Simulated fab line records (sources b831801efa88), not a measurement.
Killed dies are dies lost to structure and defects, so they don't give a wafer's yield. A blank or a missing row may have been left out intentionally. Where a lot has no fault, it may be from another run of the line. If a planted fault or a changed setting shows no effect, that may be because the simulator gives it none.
Lot-split experiment -- flow sky130 -- 5 lots, 23 wafers read, on a route of 708 steps

== ABOUT THE SPLIT ==
At SKY_CAPM_COAT_07 (resist thk 1140 nm), the setting spin rpm was moved away from the recipe's 3000 rpm on 6 of the 23 wafers read, by -4.7% to -3.6%. The other wafers ran this setting at the recipe's value.

== FROM THE SPLIT TO THE READING: what the file shows between them, 3 steps ==
- SKY_CAPM_SOFTBAKE_08: time 60 s
- SKY_CAPM_EXPOSE_09: exposes mask CAPM, target cd 1000 nm
- SKY_CAPM_DEVELOP_11: develop time 60 s

== THE READING ==
NOVOLAK_of_CAPM_COAT_07.thk nm (the simulator's own value, which no gauge read), in nm, at SKY_CAPM_METAL_ETCH_13 (etches TiN in Cl2/BCl3, stops on SiO2, target depth 220 nm, time 62.9 s). There is no usual value for it anywhere in the file. Across the 17 wafers here that went through the recipe, the average is 991.8 nm and the standard deviation 2.5 nm.

wafer,"tool, chamber at the split","spin rpm as run, rpm",against the recipe,"NOVOLAK_of_CAPM_COAT_07.thk nm, nm",against lot-mates on the recipe
L075.1,"litho track-01, 0",3000,recipe,991.2,-
L075.2,"litho track-01, 0",2860,-4.7%,1017,+25.3
L075.6,"litho track-01, 0",2860,-4.7%,1017,+25.3
L075.3,"litho track-01, 0",2860,-4.7%,1022,+30.3
L075.4,"litho track-01, 0",3000,recipe,992.1,-
L077.2,"litho track-02, 0",3000,recipe,993,-
L077.3,"litho track-02, 0",3000,recipe,993.5,-
L077.5,"litho track-02, 0",3000,recipe,994.4,-
L079.1,"litho track-01, 0",3000,recipe,988.5,-
L079.2,"litho track-01, 0",3000,recipe,995.4,-
L079.4,"litho track-01, 0",3000,recipe,997.1,-
L079.5,"litho track-01, 0",3000,recipe,990.5,-
L079.6,"litho track-01, 0",3000,recipe,993.3,-
L081.1,"litho track-03, 0",2892,-3.6%,1013,+21.5
L081.2,"litho track-03, 0",2892,-3.6%,1013,+21.5
L081.3,"litho track-03, 0",2892,-3.6%,1014,+22.5
L081.4,"litho track-03, 0",3000,recipe,991.2,-
L081.6,"litho track-03, 0",3000,recipe,991.7,-
L085.1,"litho track-01, 0",3000,recipe,991.1,-
L085.4,"litho track-01, 0",3000,recipe,991.1,-
L085.2,"litho track-01, 0",3000,recipe,991.7,-
L085.5,"litho track-01, 0",3000,recipe,986.4,-
L085.6,"litho track-01, 0",3000,recipe,988.4,-

THE FIT
A straight line over all 23 wafers: NOVOLAK_of_CAPM_COAT_07.thk nm changes by -5.84 nm for each +1% of spin rpm; r = -0.98; the points scatter about the line by 2.5 nm.
The same after taking each lot's own level away (the mean of its wafers on the recipe; 23 wafers): -5.89 nm for each +1%; r = -0.98; scatter 2.1 nm.
Per that fit: largest spin rpm move, reading shift of 27 nm.
The lots' own levels span 989.74 to 993.63 nm, that is 1.5 times the standard deviation above.
Hence the lot-to-lot level has little effect on the slope; both slopes agree.
Check: +28.1 nm against its lot-mates is what the line predicts for one of the wafers moved furthest among these (-4.7%) when that wafer is left out of the fit. Against them it came out at +25.3 nm.

== THE WHOLE CHAIN: every reading that the file lists as answering this split, in the file's order ==
step,what it does,reading,change (the file's fit),r (the file's)
SKY_CAPM_COAT_07,resist thk 1140 nm,"NOVOLAK_of_CAPM_COAT_07.thk nm (the simulator's own value, which no gauge read)",-5.77 nm for each +1% of the setting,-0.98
SKY_CAPM_METAL_ETCH_13,"etches TiN in Cl2/BCl3, stops on SiO2, target depth 220 nm, time 62.9 s","NOVOLAK_of_CAPM_COAT_07.thk nm (the simulator's own value, which no gauge read)",-5.9 nm for each +1% of the setting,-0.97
SKY_CAPM_STRIP_14,strips in O2/N2,strip time to endpoint s,withheld for each +1% of the setting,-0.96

== FILE'S OWN FIT ==
NOVOLAK_of_CAPM_COAT_07.thk nm changes by -5.9 nm for each +1% of spin rpm, r = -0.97.
